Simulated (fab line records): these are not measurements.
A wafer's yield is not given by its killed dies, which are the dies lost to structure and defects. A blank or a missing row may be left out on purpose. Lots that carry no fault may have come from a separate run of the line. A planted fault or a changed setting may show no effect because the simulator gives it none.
Comparing a struck lot with a sound one | flow sky130 | 16 steps out of a route of 708
Sound: the wafers L584.1, L584.3, L584.5. Struck: wafer L596.3. (L596.1, L596.4 of the same lot were not struck and are left out.) The cause comes at the end.
For every step that has rows: the tool of each side, followed by ch and its chambers, followed by its first start. Under that, the readings that differ: sound wafers | struck wafers | difference of the means | sigmas: that difference in standard deviations of wafers without a fault.
alike: same words and numbers on both sides, and readings whose means sit less than 2 such deviations apart. not compared: any withheld reading, any reading some wafer has no value for, any bound like >300 that may hide the same value, and any number with overlapping values for which the record gives no deviation.
A row with sigmas, a row that says differs or no value, or rows on one side alone: a step with any of these is where the two part. Numbers that have no deviation but don't overlap get no sigmas and don't part them. A reading that every wafer of one side lacks parts them only if that side has two wafers or more.

first, 3 steps without rows for these wafers: SKY_METAL2_EXPOSE_12 (exposes mask MM2, target cd 140 nm); SKY_METAL2_PEB_13; SKY_METAL2_DEVELOP_14 (develop time 60 s).
SKY_METAL2_CD_MEAS_15: the cd target is 140 nm.
  sound: cd-sem-01 at day 38 04:38; struck: cd-sem-01 at day 41 06:03
  alike: cd-nm
SKY_METAL2_OVL_MEAS_16:
  sound: overlay-01 at day 38 04:45; struck: overlay-02 at day 41 06:11
  alike: METAL2_OVL
SKY_METAL2_DESCUM_17: chemistry O2, time 8 s.
  sound on rie-metal-04 ch 0,1, day 38 04:47; struck on rie-metal-04 ch 0, day 41 06:13
  reading               | sound             | struck | difference | sigmas
  oes-product-au (a.u.) | 0.999 1.001 1.010 | 0.987  | -0.016     | -2
  alike: drypump-motor-current-A
  not compared: rf-hours-counter-h
SKY_METAL2_ETCH_18: etches BARC in N2/H2, stops on SiO2, time 45.9 s, target depth 60 nm.
  sound on rie-metal-04 ch 0,1, day 38 04:49; struck on rie-metal-04 ch 0, day 41 06:15
  alike: drypump-motor-current-A, oes-product-au, throttle-valve-pct
  not compared: rf-hours-counter-h
SKY_METAL2_METAL_ETCH_19: etches the open film in Cl2/BCl3, stops on SiO2, target depth 360 nm, time 78 s.
  sound on rie-metal-04 ch 0,1, day 38 04:53; struck on rie-metal-04 ch 0, day 41 06:19
  alike: drypump-motor-current-A, oes-product-au, throttle-valve-pct
  not compared: rf-hours-counter-h
SKY_METAL2_STRIP_20: strips in O2/N2.
  sound on plasma-asher-03 ch 0,1, day 38 04:58; struck on plasma-asher-01 ch 0, day 41 06:25
  alike: drypump-motor-current-A, oes-product-au, strip-time-to-endpoint-s
  not compared: rf-hours-counter-h
then, 3 steps without rows for these wafers: SKY_METAL2_STRIP_21 (strips in post etch residue remover, time 1200 s); SKY_METAL2_CLEAN_22 (cleans in IPA, time 180 s); SKY_METAL2_CLEAN_23 (cleans in O3/DIW).
SKY_VIA2_HDPCVD_00: deposits SiO2, target thk 1180 nm, time 196.7 s.
  sound on hdpcvd-02 ch 0,1, day 38 05:34; struck on hdpcvd-02 ch 0, day 41 07:03
  reading                                  | sound             | struck | difference | sigmas
  run-length-s (s)                         | 224.6 223.8 223.3 | 282.2  | +58.3      | +99 or more
  model.SiO2_of_VIA2_HDPCVD_00.thk-nm (nm) | 1186 1178 1182    | 1549   | +367       |
SKY_VIA2_THK_MEAS_01:
  sound: film-metro-04 at day 38 05:41; struck: film-metro-02 at day 41 07:10
  reading              | sound          | struck | difference | sigmas
  VIA2_HDPCVD_THK (nm) | 1186 1178 1182 | 1547   | +365       | +33
SKY_VIA2_CMP_02: polishes SiO2.
  sound on cmp-02 ch 0,2, day 38 05:45; struck on cmp-02 ch 0, day 41 07:17
  alike: motor-current-A, retaining-ring-pressure-frac
-- the record jumps here: 9 days lie between the struck wafers' starts before and after (it left off in module VIA2 and takes up again in module PAD_OPEN, whose first step shown is number 708 of the route) --
SKY_PAD_OPEN_PROBE_99:
  sound: prober-01 at day 48 08:24; struck: prober-01 at day 50 10:56
  alike: defect-limited-yield, killed_at_M0_to_M3, killed_at_M4_up, killed-at-contacts, killed-at-front-end, killed-at-other, killed-dies, killed-open, killed-short, sort_bin_3_pad_short, sort_bin_5_function, sort_bin_6_memory, sort-n-pass, sort-yield-pct

WHERE THEY PART
First at SKY_METAL2_DESCUM_17; last, within this record, at SKY_VIA2_THK_MEAS_01. Later steps at which nothing parts them and some readings are alike: SKY_VIA2_CMP_02, SKY_PAD_OPEN_PROBE_99.

WHY: the cause the simulator had injected
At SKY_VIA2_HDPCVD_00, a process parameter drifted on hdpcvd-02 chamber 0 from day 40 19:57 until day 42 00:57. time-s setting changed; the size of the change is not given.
